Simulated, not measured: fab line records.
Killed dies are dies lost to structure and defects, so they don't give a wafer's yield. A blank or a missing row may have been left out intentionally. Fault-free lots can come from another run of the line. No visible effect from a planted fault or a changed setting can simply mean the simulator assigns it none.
Chamber matching | flow sky130 | rie-diel-01 running SKY_PAD_OPEN_ETCH_07: 4 sister chambers
The step etches the open film in CF4/O2, stops on AlCu, target depth 725 nm, time 161.1 s. 8 wafers are shown with their chamber, then 7 later ones without.

WAFERS PAIRED WITH THEIR CHAMBERS
wafer  | chamber | oes-product-au (a.u.) | O2_flow_sccm (sccm)
L659.2 | 0       | 0.968                 | 9.99
L659.3 | 3       | 0.973                 | 10.05
L660.2 | 1       | 0.972                 | 10.02
L661.1 | 2       | 0.978                 | 10.03
L661.5 | 0       | 0.987                 | 9.95
L661.6 | 1       | 0.999                 | 9.97
L663.3 | 2       | 0.965                 | 10.01
L663.4 | 3       | 0.968                 | 9.98

WAFERS WHOSE CHAMBER IS MISSING
wafer  | oes-product-au (a.u.) | O2_flow_sccm (sccm)
L663.5 | 0.977                 | 9.99
L665.3 | 0.986                 | 9.97
L665.4 | 0.973                 | 9.99
L665.5 | 0.973                 | 9.97
L670.2 | 0.973                 | 10.05
L670.3 | 0.980                 | 9.99
L670.5 | 0.985                 | 10.06

WHICH CHAMBER EACH WENT THROUGH
wafer  | from the rows above               | in truth
L663.5 | can't be placed: 0 or 1 or 3 or 2 | 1
L665.3 | can't be placed: 0 or 1 or 3 or 2 | 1
L665.4 | can't be placed: 0 or 3 or 2 or 1 | 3
L665.5 | can't be placed: 0 or 1 or 3 or 2 | 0
L670.2 | can't be placed: 2 or 3 or 1 or 0 | 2
L670.3 | can't be placed: 1 or 0 or 3 or 2 | 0
L670.5 | can't be placed: 2 or 3 or 1 or 0 | 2
Correctly placed: 0 of 7. Cannot be placed on the basis of these rows: 7; the candidates contain the true chamber in 7. Wrongly placed: 0.
How it was worked out, from the rows above alone: a wafer's distance from a chamber is the root of the sum, over the readings, of the square of ((its reading less the chamber's mean) divided by the reading's scatter). The wafer belongs to the nearest chamber; if the next one is less than 2 further off, it can't be placed. Each chamber's mean is taken over the wafers shown for it. The scatter: take each reading less its chamber's mean, square it, sum over the shown wafers, divide by the number of wafers less the number of chambers, and take the root.
